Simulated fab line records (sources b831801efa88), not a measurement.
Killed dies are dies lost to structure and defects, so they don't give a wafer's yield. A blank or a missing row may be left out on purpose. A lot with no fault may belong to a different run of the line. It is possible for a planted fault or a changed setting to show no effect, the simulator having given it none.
A struck lot beside a sound one | flow sky130 | 15 steps out of a route of 708
Sound: these wafers, L908.3, L908.4, L908.6. The struck wafers were L909.1, L909.4, L909.5. The cause is given at the end.
Each step with rows lists, per side, the tool, then ch with its chambers, then its first start. Under that, the readings that differ: sound wafers | struck wafers | difference of the means | sigmas: that difference in standard deviations of wafers without a fault.
alike: readings with means less than 2 such deviations apart, plus words and numbers identical on both sides. not compared: withheld readings, readings lacking a value on some wafer, bounds such as >300 that could conceal the same value, and numbers that have no deviation in the record and whose values overlap.
Wherever a step has rows on one side only, a row that says differs or no value, or a row with sigmas, the two part there. Non-overlapping numbers with no deviation appear without sigmas and do not part them. Lack of a reading on every wafer of one side parts them only where that side has two or more wafers.

SKY_VIA4_OVL_MEAS_11:
  struck on overlay-01, day 44 21:55; sound on overlay-01, day 44 12:25
  alike: VIA4_OVL
SKY_VIA4_ETCH_12: etches SiO2 in C4F8/O2/Ar, stops on TiN, target depth 580 nm.
  sound on rie-diel-03 ch 0,2,3, day 44 12:26; struck on rie-diel-01 ch 0,1,2, day 44 21:57
  alike: oes-product-au
SKY_VIA4_STRIP_13: strips in O2/N2.
  sound on plasma-asher-03 ch 0,1, day 44 12:33; struck on plasma-asher-03 ch 0,1, day 44 22:01
  reading                      | sound                | struck               | difference | sigmas
  strip-time-to-endpoint-s (s) | 12.843 12.832 12.840 | 12.773 12.787 12.767 | -0.063     | -2
  alike: drypump-motor-current-A, o2-flow-sccm, oes-product-au
  not compared: rf-hours-counter-h
then, 3 steps without rows for these wafers: SKY_VIA4_STRIP_14 (strips in post etch residue remover, time 1200 s); SKY_VIA4_CLEAN_15 (cleans in IPA, time 180 s); SKY_VIA4_CLEAN_16 (cleans in O3/DIW).
SKY_VIA4_SPUTTER_17: material TiN, target thk 20 nm, time 80 s.
  struck on pvd-sputter-03, day 44 22:37; sound on pvd-sputter-02, day 44 13:07
  alike: cathode-dc-power-W, chamber-pressure-pa, throttle-valve-pct
then, 1 step without rows for these wafers: SKY_VIA4_CVD_18 (deposits W, target thk 505 nm, time 152.14 s).
SKY_VIA4_RS_MEAS_19: measures by four-point-probe.
  struck on film-metro-04, day 44 22:50; sound on film-metro-03, day 44 13:22
  alike: VIA4_W_RS
SKY_VIA4_THK_MEAS_20: measures by xrf.
  struck on film-metro-04, day 44 22:57; sound on film-metro-03, day 44 13:28
  alike: VIA4_W_THK
SKY_VIA4_CMP_21: polishes, stops on SiO2, t overpolish 25 s, target thk 0 nm.
  sound on cmp-01 ch 1,2, day 44 13:30; struck on cmp-01 ch 1,2,3, day 44 23:01
  alike: motor-current-A, overpolish-run-s, retaining-ring-pressure-frac, time-to-endpoint-s
then, 1 step without rows for these wafers: SKY_METAL5_SPUTTER_00 (material Ti, target thk 15 nm, time 10 s).
SKY_METAL5_SPUTTER_01: material TiN, target thk 20 nm, time 16.7 s.
  struck on pvd-sputter-03, day 44 23:20; sound on pvd-sputter-04, day 44 13:49
  no value came back on the struck wafers for cathode-dc-power-W (W), chamber-pressure-pa (Pa), throttle-valve-pct (%); on the sound wafers cathode-dc-power-W (W) reads 6498.6 6498.2 6501.8
SKY_METAL5_SPUTTER_02: material AlCu, target thk 1150 nm, time 61.2 s.
  struck on pvd-sputter-03, day 44 23:22; sound on pvd-sputter-04, day 44 13:51
  reading                | sound             | struck            | difference | sigmas
  cathode-dc-power-W (W) | 10603 10602 10601 | 10599 10598 10596 | -4         | -2
  throttle-valve-pct (%) | 32.6 31.6 31.5    | 29.2 29.6 29.0    | -2.6       | -2
  alike: chamber-pressure-pa
-- the record jumps here: 3 days lie between the struck wafers' starts before and after (it left off in module METAL5 and takes up again in module PAD_OPEN, whose first step shown is number 708 of the route) --
SKY_PAD_OPEN_PROBE_99:
  struck on prober-02, day 47 16:16; sound on prober-01, day 47 08:47
  reading                       | sound                   | struck                  | difference | sigmas
  model.etest.via4-chain.rc-ohm | 0.7985 0.8292 0.7968    | 0.7612 0.767 0.7835     | -0.0376    |
  model.etest.met5.rs-ohm-sq    | 0.02733 0.02699 0.02705 | 0.02799 0.02807 0.02804 | +0.00091   |
  model.etest.met5.line-ohm-um  | 0.01724 0.01683 0.01684 | 0.01757 0.01757 0.01749 | +0.00057   |
  alike: defect-limited-yield, killed_at_M0_to_M3, killed_at_M4_up, killed-at-contacts, killed-at-front-end, killed-at-other, killed-dies, killed-open, killed-short, sort_bin_3_pad_short, sort_bin_5_function, sort_bin_6_memory, sort-n-pass, sort-yield-pct

WHERE THEY PART
At SKY_VIA4_STRIP_13 first; at SKY_METAL5_SPUTTER_02 last (within this record only). Later steps at which nothing parts them and some readings are alike: SKY_PAD_OPEN_PROBE_99.

WHY: what the simulator had put in
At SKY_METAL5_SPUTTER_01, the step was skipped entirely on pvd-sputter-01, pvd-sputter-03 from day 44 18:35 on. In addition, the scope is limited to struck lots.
